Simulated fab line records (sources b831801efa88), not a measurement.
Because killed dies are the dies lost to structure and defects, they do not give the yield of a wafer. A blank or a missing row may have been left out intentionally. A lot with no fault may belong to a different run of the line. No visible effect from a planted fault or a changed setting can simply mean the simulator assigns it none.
Which tool is to blame? :: flow sky130 :: 13 lots with 39 wafers sampled at 2 steps, on a route of 708 steps

## WHAT THE GAUGES SHOWED, per wafer
SKY_SONOS_ONO_THK_MEAS_05. Usual: SONOS_ONO_CVD_04_THK 5.69 nm, standard deviation 0.12.
lot: L947
measured: day 11 10:07
on: film metro-02
SONOS_ONO_CVD_04_THK (nm): 5.74 5.72 5.57
flag: 

lot: L948
measured: day 11 18:02
on: film metro-03
SONOS_ONO_CVD_04_THK (nm): 5.82 5.83 5.64
flag: 

lot: L949
measured: day 12 06:23
on: film metro-02
SONOS_ONO_CVD_04_THK (nm): 5.43 5.49 5.43
flag: 

lot: L950
measured: day 12 11:07
on: film metro-03
SONOS_ONO_CVD_04_THK (nm): 5.77 5.68 5.90
flag: 

lot: L951
measured: day 12 17:23
on: film metro-04
SONOS_ONO_CVD_04_THK (nm): 5.61 5.53 5.74
flag: 

lot: L952
measured: day 13 02:29
on: film metro-03
SONOS_ONO_CVD_04_THK (nm): 5.78 5.80 5.74
flag: 

lot: L957
measured: day 14 17:44
on: film metro-04
SONOS_ONO_CVD_04_THK (nm): 9.07 9.13 8.93
flag: OFF

lot: L964
measured: day 18 23:14
on: film metro-02
SONOS_ONO_CVD_04_THK (nm): 5.60 5.74 5.72
flag: 

lot: L965
measured: day 18 23:15
on: film metro-04
SONOS_ONO_CVD_04_THK (nm): 5.49 5.53 5.64
flag: 

lot: L966
measured: day 18 23:14
on: film metro-03
SONOS_ONO_CVD_04_THK (nm): 5.70 5.67 5.66
flag: 

lot: L967
measured: day 19 00:29
on: film metro-03
SONOS_ONO_CVD_04_THK (nm): 5.77 5.74 5.70
flag: 

lot: L968
measured: day 19 00:31
on: film metro-02
SONOS_ONO_CVD_04_THK (nm): 5.87 5.85 5.89
flag: 

lot: L969
measured: day 19 00:30
on: film metro-04
SONOS_ONO_CVD_04_THK (nm): 5.84 5.86 5.85
flag: 

## EACH LOT AND THE TOOL THAT RAN IT (in order: tool; ch and the chambers of the sampled wafers; start)
lot: L947
SKY_SONOS_ONO_CVD_04: lpcvd-03 ch 1, day 11 07:19

lot: L948
SKY_SONOS_ONO_CVD_04: lpcvd-03 ch 0, day 11 16:09

lot: L949
SKY_SONOS_ONO_CVD_04: lpcvd-03 ch 0, day 12 04:31

lot: L950
SKY_SONOS_ONO_CVD_04: lpcvd-03 ch 1, day 12 09:14

lot: L951
SKY_SONOS_ONO_CVD_04: lpcvd-03 ch 0, day 12 15:31

lot: L952
SKY_SONOS_ONO_CVD_04: lpcvd-03 ch 0, day 13 00:35

lot: L957
SKY_SONOS_ONO_CVD_04: lpcvd-03 ch 0, day 14 14:55

lot: L964
SKY_SONOS_ONO_CVD_04: lpcvd-03 ch 0, day 18 21:59

lot: L965
SKY_SONOS_ONO_CVD_04: lpcvd-03 ch 1, day 18 21:59

lot: L966
SKY_SONOS_ONO_CVD_04: lpcvd-03 ch 0, day 18 21:59

lot: L967
SKY_SONOS_ONO_CVD_04: lpcvd-03 ch 1, day 18 23:14

lot: L968
SKY_SONOS_ONO_CVD_04: lpcvd-03 ch 1, day 18 23:14

lot: L969
SKY_SONOS_ONO_CVD_04: lpcvd-03 ch 1, day 18 23:14
- SKY_SONOS_ONO_CVD_04: deposits SiO2 from SiH4/N2O, target thk 5.7199 nm.

## AS READ BY THE TOOLS THEMSELVES (means over the sampled wafers that have a number; for cases with no such wafer, the mark the record gives instead)
SKY_SONOS_ONO_CVD_04. Usual: spike tc bottom C 917.7 C, standard deviation 1.3; spike tc centre C 899.1 C, standard deviation 0.98; spike tc lower C 900.3 C, standard deviation 0.95; spike tc top C 911.6 C, standard deviation 1; spike tc upper C 899.9 C, standard deviation 1.3; susceptor temp C 900.0 C, standard deviation 0.41; zone power bottom pct 25.7 %, standard deviation 0.3; zone power centre pct 20.2 %, standard deviation 0.34; zone power upper pct 17.38 %, standard deviation 0.18.
lot: L947
tool: lpcvd-03
spike tc bottom C (C): 917.1
spike tc centre C (C): 899.8
spike tc lower C (C): 900.8
spike tc top C (C): 912.0
spike tc upper C (C): 899.5
susceptor temp C (C): 900.1
zone power bottom pct (%): 25.7
zone power centre pct (%): 19.9
zone power upper pct (%): 17.55
flag: 

lot: L948
tool: lpcvd-03
spike tc bottom C (C): 918.6
spike tc centre C (C): 899.5
spike tc lower C (C): 899.8
spike tc top C (C): 910.9
spike tc upper C (C): 898.7
susceptor temp C (C): 900.3
zone power bottom pct (%): 25.9
zone power centre pct (%): 20.5
zone power upper pct (%): 17.48
flag: 

lot: L949
tool: lpcvd-03
spike tc bottom C (C): 919.1
spike tc centre C (C): 898.8
spike tc lower C (C): 899.2
spike tc top C (C): 911.1
spike tc upper C (C): 899.1
susceptor temp C (C): 899.3
zone power bottom pct (%): 25.9
zone power centre pct (%): 20.4
zone power upper pct (%): 17.33
flag: 

lot: L950
tool: lpcvd-03
spike tc bottom C (C): 917.3
spike tc centre C (C): 899.4
spike tc lower C (C): 900.7
spike tc top C (C): 911.7
spike tc upper C (C): 899.9
susceptor temp C (C): 899.7
zone power bottom pct (%): 25.4
zone power centre pct (%): 19.8
zone power upper pct (%): 17.40
flag: 

lot: L951
tool: lpcvd-03
spike tc bottom C (C): 918.7
spike tc centre C (C): 898.1
spike tc lower C (C): 898.8
spike tc top C (C): 912.0
spike tc upper C (C): 899.6
susceptor temp C (C): 900.3
zone power bottom pct (%): 25.9
zone power centre pct (%): 20.2
zone power upper pct (%): 17.30
flag: 

lot: L952
tool: lpcvd-03
spike tc bottom C (C): 919.1
spike tc centre C (C): 898.2
spike tc lower C (C): 900.8
spike tc top C (C): 910.9
spike tc upper C (C): 899.6
susceptor temp C (C): 900.4
zone power bottom pct (%): 26.2
zone power centre pct (%): 20.5
zone power upper pct (%): 17.42
flag: 

lot: L957
tool: lpcvd-03
spike tc bottom C (C): 953.7
spike tc centre C (C): 933.8
spike tc lower C (C): 934.3
spike tc top C (C): 946.0
spike tc upper C (C): 932.7
susceptor temp C (C): 935.1
zone power bottom pct (%): 28.2
zone power centre pct (%): 22.4
zone power upper pct (%): 18.84
flag: OFF

lot: L964
tool: lpcvd-03
spike tc bottom C (C): 918.9
spike tc centre C (C): 898.9
spike tc lower C (C): 900.0
spike tc top C (C): 911.0
spike tc upper C (C): 898.8
susceptor temp C (C): 900.9
zone power bottom pct (%): 25.9
zone power centre pct (%): 20.5
zone power upper pct (%): 17.37
flag: 

lot: L965
tool: lpcvd-03
spike tc bottom C (C): 917.0
spike tc centre C (C): 900.0
spike tc lower C (C): 900.8
spike tc top C (C): 912.1
spike tc upper C (C): 899.7
susceptor temp C (C): 900.2
zone power bottom pct (%): 25.2
zone power centre pct (%): 19.9
zone power upper pct (%): 17.38
flag: 

lot: L966
tool: lpcvd-03
spike tc bottom C (C): 918.3
spike tc centre C (C): 899.5
spike tc lower C (C): 899.8
spike tc top C (C): 910.5
spike tc upper C (C): 899.0
susceptor temp C (C): 900.0
zone power bottom pct (%): 25.8
zone power centre pct (%): 20.5
zone power upper pct (%): 17.29
flag: 

lot: L967
tool: lpcvd-03
spike tc bottom C (C): 917.3
spike tc centre C (C): 899.4
spike tc lower C (C): 901.1
spike tc top C (C): 911.7
spike tc upper C (C): 901.2
susceptor temp C (C): 899.7
zone power bottom pct (%): 25.5
zone power centre pct (%): 19.9
zone power upper pct (%): 17.44
flag: 

lot: L968
tool: lpcvd-03
spike tc bottom C (C): 918.2
spike tc centre C (C): 899.8
spike tc lower C (C): 901.0
spike tc top C (C): 911.4
spike tc upper C (C): 900.8
susceptor temp C (C): 900.7
zone power bottom pct (%): 25.6
zone power centre pct (%): 19.8
zone power upper pct (%): 17.61
flag: 

lot: L969
tool: lpcvd-03
spike tc bottom C (C): 916.7
spike tc centre C (C): 899.1
spike tc lower C (C): 900.5
spike tc top C (C): 910.9
spike tc upper C (C): 901.2
susceptor temp C (C): 900.0
zone power bottom pct (%): 25.5
zone power centre pct (%): 19.9
zone power upper pct (%): 17.19
flag: 

## THE ANSWER, worked out from the rows above alone
Rule: take the mean of a lot's wafers that have a number; if it is more than 3 standard deviations from the usual mean, the lot is off. Also off: a lot with no number at a reading for which 4 or more lots have one. All remaining lots with rows at the step are treated as sound. Order of review: gauges by route order, followed by the tools' own readings, for which a lot's mean as printed above is used. At the first step where some lot is off, the reading lying furthest off is the one used; lots without a number count as furthest.
Off: L957, at SKY_SONOS_ONO_THK_MEAS_05 (SONOS_ONO_CVD_04_THK).
A tool fits if, at a process step before that reading, it ran every lot that is off, and no sound lot after the first of them. The gauges at SKY_SONOS_ONO_THK_MEAS_05 aren't tried: what is off there is off at SKY_SONOS_ONO_CVD_04 too, on other tools, and a gauge's error can't cause that. No candidate that was tried fits.

## WHAT THE SIMULATOR PUT IN
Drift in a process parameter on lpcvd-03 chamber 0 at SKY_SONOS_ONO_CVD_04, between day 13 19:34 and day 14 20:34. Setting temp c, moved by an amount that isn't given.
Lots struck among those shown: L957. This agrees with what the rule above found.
